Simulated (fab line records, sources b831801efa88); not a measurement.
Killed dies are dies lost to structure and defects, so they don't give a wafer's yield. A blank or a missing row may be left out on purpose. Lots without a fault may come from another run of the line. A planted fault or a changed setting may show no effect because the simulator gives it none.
A struck lot beside a sound one | flow gf180mcu | 20 steps out of a route of 602
Sound: wafers L363.4, L363.5, L363.6. Struck: wafers L375.1, L375.3, L375.6. The cause comes at the end.
At each step with rows: each side's tool, then ch and its chambers, then its first start. Under that, the readings that differ: sound wafers | struck wafers | difference of the means | sigmas: that difference in standard deviations of wafers without a fault.
alike: readings whose means differ by less than 2 such deviations, and words and numbers that are the same on both sides. not compared: withheld readings, readings that some wafer has no value for, bounds like >300 that may hide the same value, and numbers for which the record gives no deviation and whose values overlap.
The two part at a step that has a row with sigmas, a row that says differs or no value, or rows on one side only. Numbers that don't overlap but have no deviation are shown without sigmas and don't part them. A reading that every wafer of one side lacks parts them only if that side has two wafers or more.

first, 1 step without rows for these wafers: GF_V4_CVD_00 (deposits SiO2, target thk 600 nm, time 100 s).
GF_V4_THK_MEAS_01:
  sound on film_metro-04, day 27 08:10; struck on film_metro-03, day 30 13:19
  alike: V4_CVD_00_THK
GF_V4_CVD_02: deposits SiO2 from TEOS, target thk 850 nm, time 94.851 s.
  sound on pecvd-02 ch 0,1,2, day 27 08:14; struck on pecvd-01 ch 0,1,2, day 30 13:22
  alike: heater_power_w
GF_V4_THK_MEAS_03:
  sound on film_metro-03, day 27 08:18; struck on film_metro-01, day 30 13:26
  alike: V4_CVD_02_THK
GF_V4_CMP_04: polishes SiO2.
  sound on cmp-02 ch 0,2,3, day 27 08:26; struck on cmp-02 ch 0,1,3, day 30 13:29
  alike: motor_current_A, time_to_endpoint_s
GF_V4_BOW_MEAS_05:
  sound on film_metro-01, day 27 08:41; struck on film_metro-01, day 30 13:47
  alike: V4_BOW
then, 6 steps without rows for these wafers: GF_V4_DEHYDRATE_06 (time 60 s); GF_V4_HMDS_07 (prime time 60 s); GF_V4_COAT_08; GF_V4_COAT_09 (resist thk 1000 nm); GF_V4_SOFTBAKE_10 (time 60 s); GF_V4_EXPOSE_11 (exposes mask Via4, target cd 260 nm).
GF_V4_PEB_12: peb time 87.12 s.
  sound on litho_track-01 ch 0, day 28 04:08; struck on litho_track-04 ch 0, day 31 07:55
  reading                  | sound                | struck               | difference | sigmas
  heater_power_total_W (W) | 86.36 86.87 86.55    | 94.20 94.08 94.16    | +7.55      | +34
  plate_temp_C (C)         | 135.32 135.03 135.19 | 143.93 143.91 143.91 | +8.74      | +58
  alike: chill_plate_temp_C
then, 1 step without rows for these wafers: GF_V4_DEVELOP_13 (develop time 60 s).
GF_V4_CD_MEAS_14: target cd 260 nm.
  sound on cd_sem-01, day 28 04:26; struck on cd_sem-01, day 31 08:33
  reading    | sound             | struck            | difference | sigmas
  cd_nm (nm) | 260.3 259.1 259.6 | 276.0 275.7 276.5 | +16.4      | +17
  not compared: hold
GF_V4_OVL_MEAS_15:
  sound on overlay-01, day 28 04:31; struck on overlay-02, day 31 11:36
  reading | sound | struck                                                                     | difference                   | sigmas
  hold    | - - - | await_dispo/2.9h/release await_dispo/2.9h/release await_dispo/2.9h/release | no value on the sound wafers |
  alike: V4_OVL
GF_V4_ETCH_16: etches BARC in N2/H2.
  sound on rie_diel-01 ch 1,2,3, day 28 04:33; struck on rie_diel-01 ch 2,3, day 31 11:38
  reading             | sound             | struck            | difference | sigmas
  model.V4.cd_nm (nm) | 260.2 259.6 260.3 | 276.6 274.2 276.6 | +15.8      |
  alike: drypump_motor_current_A, oes_product_au, throttle_valve_pct
GF_V4_ETCH_17: etches SiO2 in C4F8/O2/Ar, stops on TiN, target depth 630 nm.
  sound on rie_diel-01 ch 1,2,3; struck on rie_diel-01 ch 2,3
  reading             | sound           | struck            | difference | sigmas
  model.V4.cd_nm (nm) | 260.6 260 260.7 | 277.5 275.1 277.8 | +16.4      |
  alike: oes_product_au
GF_V4_STRIP_18: strips in O2/N2.
  sound on plasma_asher-03 ch 0,1, day 28 04:41; struck on plasma_asher-01 ch 0,1, day 31 11:46
  alike: drypump_motor_current_A, heater_power_w, oes_product_au, platen_temp_c
  not compared: rf_hours_counter_h
-- the record jumps here: 4 days lie between the struck wafers' starts before and after (it left off in module V4 and takes up again in module PASSIVATION, whose first step shown is number 602 of the route) --
GF_PASSIVATION_PROBE_99:
  the record has rows for the struck wafers here (prober-01, day 35 01:21) and none for the sound ones

WHERE THEY PART
First at GF_V4_PEB_12; last, within this record, at GF_PASSIVATION_PROBE_99.

WHY: what the simulator had put in
Process parameter drift: litho_track-04, from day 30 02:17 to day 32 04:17, at GF_V4_PEB_12. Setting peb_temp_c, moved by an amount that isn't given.
